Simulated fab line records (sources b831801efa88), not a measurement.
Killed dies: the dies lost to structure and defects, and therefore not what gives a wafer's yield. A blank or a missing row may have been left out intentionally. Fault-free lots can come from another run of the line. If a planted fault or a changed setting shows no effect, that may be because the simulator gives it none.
Which tool was responsible? -- flow sky130 -- 11 lots with 33 wafers sampled at 4 steps, on a route of 708 steps

WHAT THE GAUGES SHOWED, per wafer
SKY_SPACER_THK_MEAS_01.
lot,measured,on,SPACER_CVD_00_THK (nm)
L729,day 23 12:00,filmMetro-04,43.2 44.0 43.7
L731,day 24 11:09,filmMetro-03,43.2 43.5 43.9
L733,day 25 08:47,filmMetro-03,43.1 42.9 42.9
L735,day 25 18:58,filmMetro-03,43.2 42.9 43.2
L736,day 26 10:06,filmMetro-02,42.2 42.3 42.5
L738,day 26 22:53,filmMetro-04,42.9 42.8 43.1
L739,day 27 10:12,filmMetro-04,43.1 43.1 43.2
L740,day 27 18:17,filmMetro-03,43.1 43.3 42.9
L741,day 28 01:01,filmMetro-02,42.7 42.7 42.4
L742,day 28 10:04,filmMetro-02,32.3 31.9 32.0
L743,day 28 20:44,filmMetro-03,32.7 32.5 32.3

SKY_LI_CONTACT_THK_MEAS_01.
lot,measured,on,LI_CONTACT_HDPCVD_THK (nm)
L729,day 28 10:46,filmMetro-04,919 930 914
L731,day 29 10:34,filmMetro-04,933 928 930
L733,day 30 06:19,filmMetro-04,925 926 927
L735,day 30 16:14,filmMetro-04,947 935 937
L736,day 31 06:46,filmMetro-01,899 924 925
L738,day 31 18:04,filmMetro-04,905 911 919
L739,day 32 03:37,filmMetro-02,926 919 928
L740,day 32 11:47,filmMetro-01,935 931 937
L741,day 32 17:31,filmMetro-01,931 923 942
L742,day 33 03:20,filmMetro-02,946 926 942
L743,day 33 12:40,filmMetro-01,945 939 937

WHAT TOOL EACH LOT RAN ON (gives the tool, then ch and the chambers of the sampled wafers, and finally the start)
lot,SKY_SPACER_CVD_00,SKY_SPACER_ETCHBACK_02
L729,"lpcvd-02 ch 1, day 23 10:47","rieDiel-01 ch 0,3, day 23 12:03"
L731,"lpcvd-02 ch 0, day 24 09:56","rieDiel-04 ch 0,2,3, day 24 11:12"
L733,"lpcvd-02 ch 1, day 25 07:34","rieDiel-04 ch 0,3, day 25 08:50"
L735,"lpcvd-02 ch 0, day 25 17:08","rieDiel-02 ch 0,2, day 25 19:01"
L736,"lpcvd-02 ch 1, day 26 08:54","rieDiel-04 ch 0,1, day 26 10:10"
L738,"lpcvd-02 ch 0, day 26 21:41","rieDiel-04 ch 0,2,3, day 26 22:57"
L739,"lpcvd-02 ch 0, day 27 08:59","rieDiel-01 ch 0,1,3, day 27 10:16"
L740,"lpcvd-02 ch 1, day 27 17:04","rieDiel-04 ch 0,3, day 27 18:20"
L741,"lpcvd-02 ch 0, day 27 23:47","rieDiel-01 ch 0,1, day 28 01:04"
L742,"lpcvd-02 ch 1, day 28 08:50","rieDiel-02 ch 0,1,3, day 28 10:06"
L743,"lpcvd-02 ch 1, day 28 19:32","rieDiel-04 ch 0,1,3, day 28 20:48"
- SKY_SPACER_CVD_00: deposits Si3N4 from DCS/NH3, target thk 43.1 nm, time 740 s.
- SKY_SPACER_ETCHBACK_02: etches Si3N4 in CH3F/O2, stops on SiO2, time 46.7 s, target depth 45 nm.

AS READ BY THE TOOLS THEMSELVES (means over the sampled wafers that have a number; for cases with no such wafer, the mark the record gives instead)
SKY_SPACER_CVD_00.
lot,tool,spikeTcTopC (C)
L729,lpcvd-02,780.5
L731,lpcvd-02,781.0
L733,lpcvd-02,780.9
L735,lpcvd-02,779.4
L736,lpcvd-02,780.5
L738,lpcvd-02,779.9
L739,lpcvd-02,779.9
L740,lpcvd-02,780.2
L741,lpcvd-02,779.8
L742,lpcvd-02,779.5
L743,lpcvd-02,780.4

SKY_SPACER_ETCHBACK_02.
lot,tool,drypumpMotorCurrentA (A),oesProductAu (a.u.),throttleValvePct (%)
L729,rieDiel-01,5.6,0.860,10.559
L731,rieDiel-04,5.8,0.861,10.565
L733,rieDiel-04,5.7,0.855,10.561
L735,rieDiel-02,6.1,0.858,10.565
L736,rieDiel-04,6.4,0.843,10.561
L738,rieDiel-04,5.8,0.853,10.567
L739,rieDiel-01,5.9,0.856,10.557
L740,rieDiel-04,5.4,0.854,10.557
L741,rieDiel-01,6.3,0.853,10.562
L742,rieDiel-02,5.7,0.731,10.543
L743,rieDiel-04,5.9,0.740,10.545

THE ANSWER, worked out from the rows above alone
Rule: usual is defined by the lots themselves. The widest of any qualifying gaps counts: lots, ordered by their means at a reading, are off when they make up no more than a third of the lots, leave a main group of 4 or more, and stand apart from it by 3 or more times the standard deviation of that group's means. Not used: any main group whose means are identical at the precision the tables above print for the reading. Also off: a lot with no number at a reading for which 4 or more lots have one. Where the step has rows for the other lots, those lots are counted as sound. The gauges are gone through in route order, then the tools' own readings, and for those a lot's mean is taken as printed above. At the first step where some lot is off, the reading lying furthest off is the one used; lots without a number count as furthest.
Off: L742, L743, seen at SKY_SPACER_THK_MEAS_01 (SPACER_CVD_00_THK). Mean 43.0 nm and standard deviation 0.38 in the main group.
A tool fits if, at a process step before that reading, it ran every lot that is off, and no sound lot after the first of them. Not tried: the gauges at SKY_SPACER_THK_MEAS_01; whatever is off there is also off at SKY_SPACER_ETCHBACK_02, on other tools, and gauge error can't account for it. One fits: SKY_SPACER_CVD_00 on lpcvd-02. Its last sound lot is L741 (day 27 23:47), its first lot that is off L742 (day 28 08:50): a fault that began between those two fits.

WHAT THE SIMULATOR PUT IN
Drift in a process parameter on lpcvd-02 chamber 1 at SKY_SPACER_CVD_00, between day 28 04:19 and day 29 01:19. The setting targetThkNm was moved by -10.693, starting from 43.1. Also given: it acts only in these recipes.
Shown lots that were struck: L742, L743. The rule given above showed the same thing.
